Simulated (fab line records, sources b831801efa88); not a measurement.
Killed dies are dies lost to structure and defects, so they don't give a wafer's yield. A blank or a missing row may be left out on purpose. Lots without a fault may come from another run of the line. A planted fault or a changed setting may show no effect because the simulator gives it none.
Which tool did it? | flow sky130 | 24 lots, 72 wafers sampled, at 5 steps of a route of 708

WHAT THE GAUGES READ, wafer by wafer
SKY_FIELD_ISO_THK_MEAS_02. Usual: FIELD_ISO_OXIDATION_00_THK 11.88 nm, standard deviation 0.24.
lot  | measured    | on            | FIELD_ISO_OXIDATION_00_THK (nm) | flag
L074 | day 1 11:53 | film_metro-01 | 11.62 11.54 11.58               |
L075 | day 1 16:46 | film_metro-04 | 11.43 11.69 11.52               |
L076 | day 1 22:05 | film_metro-01 | 12.36 12.50 12.29               |
L077 | day 2 03:53 | film_metro-01 | 11.50 11.91 11.96               |
L078 | day 2 07:38 | film_metro-01 | 11.47 11.49 11.49               |
L079 | day 2 12:38 | film_metro-04 | 12.16 12.00 12.09               |
L080 | day 2 18:10 | film_metro-04 | 11.77 11.94 11.96               |
L081 | day 2 23:18 | film_metro-04 | 11.68 11.84 11.98               |
L082 | day 3 04:51 | film_metro-01 | 11.77 11.95 11.97               |
L083 | day 3 09:30 | film_metro-04 | 12.21 12.01 12.33               |
L084 | day 3 13:53 | film_metro-02 | 12.13 12.17 12.20               |
L085 | day 3 20:17 | film_metro-04 | 11.50 11.54 11.83               |
L086 | day 4 01:08 | film_metro-01 | 11.98 11.71 11.94               |
L087 | day 4 09:38 | film_metro-01 | 11.68 11.64 11.64               |
L088 | day 4 09:42 | film_metro-02 | 11.73 11.95 11.95               |
L089 | day 4 21:56 | film_metro-02 | 11.60 11.74 11.65               |
L090 | day 4 21:56 | film_metro-01 | 11.78 11.79 11.80               |
L091 | day 5 08:11 | film_metro-01 | 12.30 12.37 12.30               |
L092 | day 5 08:12 | film_metro-04 | 11.94 11.96 12.02               |
L093 | day 5 14:27 | film_metro-01 | 11.78 11.92 11.80               |
L094 | day 5 17:22 | film_metro-01 | 11.75 11.76 11.78               |
L095 | day 5 21:59 | film_metro-02 | 12.00 12.02 12.00               |
L096 | day 6 01:38 | film_metro-02 | 11.97 11.84 11.56               |
L097 | day 6 06:42 | film_metro-01 | 11.86 11.84 11.77               |

SKY_POLY_GATE_OVL_MEAS_14. Usual: POLY_GATE_OVL -4 nm, standard deviation 4.8.
lot  | measured     | on         | POLY_GATE_OVL (nm) | flag
L074 | day 16 04:59 | overlay-02 | -1 -5 2            |
L075 | day 16 08:23 | overlay-01 | -9 -12 -13         |
L076 | day 17 02:51 | overlay-01 | -9 -7 -2           |
L077 | day 17 02:35 | overlay-02 | -15 -8 -13         |
L078 | day 17 13:08 | overlay-02 | -2 -5 -3           |
L079 | day 17 22:08 | overlay-01 | -7 -10 -9          |
L080 | day 18 10:08 | overlay-02 | -1 0 0             |
L081 | day 18 17:41 | overlay-01 | -4 1 -6            |
L082 | day 19 23:59 | overlay-01 | -14 1 -5           |
L083 | day 20 19:37 | overlay-02 | 4 -1 -2            |
L084 | day 20 18:17 | overlay-01 | 0 4 -3             |
L085 | day 21 00:29 | overlay-01 | -2 -1 -2           |
L086 | day 21 19:58 | overlay-02 | 3 -5 5             |
L087 | day 22 00:02 | overlay-01 | 7 -1 -5            |
L088 | day 22 00:11 | overlay-02 | -8 -2 -11          |
L089 | day 22 06:17 | overlay-02 | 0 1 2              |
L090 | day 22 09:20 | overlay-01 | -4 -8 2            |
L091 | day 22 21:23 | overlay-01 | -7 -7 -4           |
L092 | day 22 16:29 | overlay-02 | -5 -6 0            |
L093 | day 23 22:38 | overlay-01 | -3 1 0             |
L094 | day 24 02:35 | overlay-01 | -6 6 8             |
L095 | day 24 05:59 | overlay-01 | 0 2 -10            |
L096 | day 24 10:35 | overlay-02 | -11 -14 -7         |
L097 | day 24 13:17 | overlay-01 | -4 -5 -3           |

SKY_LDD_LDN_TW_MEAS_13. Usual: LDD_LDN_TW 1487, standard deviation 7.3.
lot  | measured     | on            | LDD_LDN_TW     | flag
L074 | day 22 16:14 | film_metro-02 | 1492 1487 1490 |
L075 | day 22 17:59 | film_metro-02 | 1485 1484 1486 |
L076 | day 23 12:41 | film_metro-02 | 1482 1480 1486 |
L077 | day 23 13:29 | film_metro-02 | 1476 1474 1492 |
L078 | day 24 00:02 | film_metro-02 | 1480 1481 1474 |
L079 | day 24 09:17 | film_metro-02 | 1477 1492 1480 |
L080 | day 24 21:00 | film_metro-04 | 1496 1501 1491 |
L081 | day 25 05:51 | film_metro-01 | 1495 1484 1482 |
L082 | day 26 11:15 | film_metro-04 | 1491 1478 1493 |
L083 | day 27 04:49 | film_metro-01 | 1491 1483 1500 |
L084 | day 27 02:59 | film_metro-01 | 1493 1497 1499 |
L085 | day 27 10:35 | film_metro-01 | 1498 1498 1492 |
L086 | day 28 04:18 | film_metro-02 | 1491 1483 1479 |
L087 | day 28 06:59 | film_metro-01 | 1493 1492 1486 |
L088 | day 28 07:46 | film_metro-02 | 1487 1482 1488 |
L089 | day 28 10:56 | film_metro-04 | 1486 1492 1491 |
L090 | day 28 15:56 | film_metro-02 | 1487 1486 1491 |
L091 | day 29 01:56 | film_metro-04 | 1486 1483 1487 |
L092 | day 28 21:58 | film_metro-04 | 1481 1485 1491 |
L093 | day 30 02:11 | film_metro-02 | 1490 1484 1479 |
L094 | day 30 06:56 | film_metro-01 | 1503 1502 1492 |
L095 | day 30 08:29 | film_metro-02 | 1472 1474 1485 |
L096 | day 30 13:53 | film_metro-02 | 1487 1483 1473 |
L097 | day 30 15:05 | film_metro-02 | 1482 1486 1481 |

SKY_METAL4_CD_MEAS_13: target cd 300 nm. Usual: cd_nm 299.2 nm, standard deviation 1.5.
lot  | measured     | on        | cd_nm (nm)        | flag
L074 | day 41 11:34 | cd_sem-02 | 300.5 300.7 300.0 |
L075 | day 41 13:37 | cd_sem-02 | 299.8 299.0 298.3 |
L076 | day 42 02:25 | cd_sem-01 | 300.5 300.5 302.2 |
L077 | day 42 06:05 | cd_sem-01 | 297.8 298.0 297.4 |
L078 | day 42 12:55 | cd_sem-01 | 298.9 299.1 299.0 |
L079 | day 42 21:15 | cd_sem-01 | 299.7 298.1 298.7 |
L080 | day 43 06:31 | cd_sem-01 | 299.6 301.4 298.9 |
L081 | day 43 17:44 | cd_sem-02 | 298.2 298.4 297.2 |
L082 | day 44 12:20 | cd_sem-01 | 299.8 297.8 295.6 |
L083 | day 45 00:07 | cd_sem-02 | 298.8 299.4 299.0 |
L084 | day 45 02:27 | cd_sem-01 | 300.5 299.5 302.4 |
L085 | day 45 08:56 | cd_sem-02 | 299.5 298.6 297.9 |
L086 | day 45 16:45 | cd_sem-01 | 296.0 295.7 295.3 |
L087 | day 45 21:40 | cd_sem-01 | 298.1 300.7 299.0 |
L088 | day 45 22:13 | cd_sem-01 | 299.6 298.5 298.8 |
L089 | day 46 01:07 | cd_sem-01 | 300.3 300.9 299.7 |
L090 | day 46 05:14 | cd_sem-01 | 299.8 298.5 298.5 |
L091 | day 46 11:31 | cd_sem-01 | 298.2 299.2 297.3 |
L092 | day 46 10:39 | cd_sem-02 | 300.1 300.5 298.2 |
L093 | day 47 04:48 | cd_sem-02 | 299.1 300.5 300.8 |
L094 | day 47 10:04 | cd_sem-01 | 299.8 299.0 299.4 |
L095 | day 47 10:10 | cd_sem-02 | 300.3 299.8 299.8 |
L096 | day 47 10:39 | cd_sem-02 | 301.4 300.8 301.0 |
L097 | day 47 15:58 | cd_sem-01 | 299.2 300.4 299.9 |

WHICH TOOL RAN EACH LOT (tool, then ch and the chambers of the sampled wafers, then the start)
lot  | SKY_POLY_GATE_ETCH_16
L074 | rie_diel-01 ch 1,2,3, day 16 05:06
L075 | rie_diel-01 ch 1,3, day 16 08:31
L076 | rie_diel-03 ch 1,2, day 17 02:58
L077 | rie_diel-01 ch 0,1,2, day 17 02:41
L078 | rie_diel-03 ch 1,2,3, day 17 13:16
L079 | rie_diel-03 ch 0,1, day 17 22:14
L080 | rie_diel-01 ch 1,2,3, day 18 10:14
L081 | rie_diel-02 ch 0,1,2, day 18 17:47
L082 | rie_diel-01 ch 0,1,3, day 20 00:05
L083 | rie_diel-01 ch 1,2,3, day 20 19:46
L084 | rie_diel-02 ch 0,3, day 20 18:25
L085 | rie_diel-01 ch 1,2,3, day 21 00:35
L086 | rie_diel-03 ch 0,1,3, day 21 20:04
L087 | rie_diel-02 ch 2,3, day 22 00:08
L088 | rie_diel-01 ch 0,1, day 22 00:17
L089 | rie_diel-02 ch 0,1,3, day 22 06:23
L090 | rie_diel-01 ch 2,3, day 22 09:26
L091 | rie_diel-02 ch 0,1,3, day 22 21:31
L092 | rie_diel-02 ch 0,1, day 22 16:35
L093 | rie_diel-02 ch 1,3, day 23 22:44
L094 | rie_diel-03 ch 0,1,3, day 24 02:41
L095 | rie_diel-02 ch 0,1,3, day 24 06:05
L096 | rie_diel-01 ch 2,3, day 24 10:43
L097 | rie_diel-01 ch 1,2,3, day 24 13:23
- SKY_POLY_GATE_ETCH_16: etches Si3N4 in CH3F/O2, stops on poly-Si, time 147.5 s, target depth 75 nm.

WHAT THE TOOLS THEMSELVES READ (means of the sampled wafers that have a number; where no wafer has one, the mark that the record gives instead)
SKY_POLY_GATE_ETCH_16. Usual: chamber_pressure_mTorr 25.002 mTorr, standard deviation 0.026; drypump_motor_current_A 5.8 A, standard deviation 0.36; oes_product_au 0.641 a.u., standard deviation 0.0054; throttle_valve_pct 10.535 %, standard deviation 0.0087.
lot  | tool        | chamber_pressure_mTorr (mTorr) | drypump_motor_current_A (A) | oes_product_au (a.u.) | throttle_valve_pct (%) | flag
L074 | rie_diel-01 | 25.029                         | 5.6                         | 0.642                 | 10.538                 |
L075 | rie_diel-01 | 24.999                         | 5.7                         | 0.644                 | 10.545                 |
L076 | rie_diel-03 | 25.023                         | 5.6                         | 0.643                 | 10.538                 |
L077 | rie_diel-01 | 24.978                         | 5.5                         | 0.643                 | 10.539                 |
L078 | rie_diel-03 | 24.957                         | 5.6                         | 0.640                 | 10.541                 |
L079 | rie_diel-03 | 24.981                         | 5.8                         | 0.639                 | 10.538                 |
L080 | rie_diel-01 | 25.002                         | 5.6                         | 0.641                 | 10.532                 |
L081 | rie_diel-02 | 25.004                         | 6.2                         | 0.641                 | 10.539                 |
L082 | rie_diel-01 | 25.022                         | 5.7                         | 0.642                 | 10.539                 |
L083 | rie_diel-01 | 25.011                         | 5.6                         | 0.638                 | 10.533                 |
L084 | rie_diel-02 | 24.999                         | 6.0                         | 0.635                 | 10.535                 |
L085 | rie_diel-01 | 24.978                         | 5.6                         | 0.640                 | 10.529                 |
L086 | rie_diel-03 | 25.014                         | 5.8                         | 0.648                 | 10.526                 |
L087 | rie_diel-02 | 24.994                         | 6.1                         | 0.636                 | 10.529                 |
L088 | rie_diel-01 | 24.989                         | 5.6                         | 0.639                 | 10.533                 |
L089 | rie_diel-02 | 24.999                         | 6.1                         | 0.638                 | 10.539                 |
L090 | rie_diel-01 | 24.995                         | 5.5                         | 0.640                 | 10.538                 |
L091 | rie_diel-02 | 25.027                         | 6.1                         | 0.646                 | 10.535                 |
L092 | rie_diel-02 | 24.994                         | 6.2                         | 0.646                 | 10.541                 |
L093 | rie_diel-02 | 25.014                         | 6.0                         | 0.641                 | 10.530                 |
L094 | rie_diel-03 | 25.002                         | 5.8                         | 0.645                 | 10.536                 |
L095 | rie_diel-02 | 24.994                         | 6.0                         | 0.646                 | 10.531                 |
L096 | rie_diel-01 | 25.017                         | 5.5                         | 0.648                 | 10.535                 |
L097 | rie_diel-01 | 25.019                         | 5.5                         | 0.640                 | 10.540                 |

THE ANSWER, worked out from the rows above alone
Rule: a lot is off if the mean of its wafers that have a number lies more than 3 standard deviations from the usual mean. A lot without any number at a reading at which 4 lots or more have one is off too. The other lots that the step has rows for count as sound. The gauges are gone through in route order, then the tools' own readings, and for those a lot's mean is taken as printed above. The first step at which some lot is off is used, and at that step the reading that is off furthest; a lot without a number counts as furthest.
No lot is off at any reading shown: from this, nothing can be told.

WHAT THE SIMULATOR HAD PUT IN
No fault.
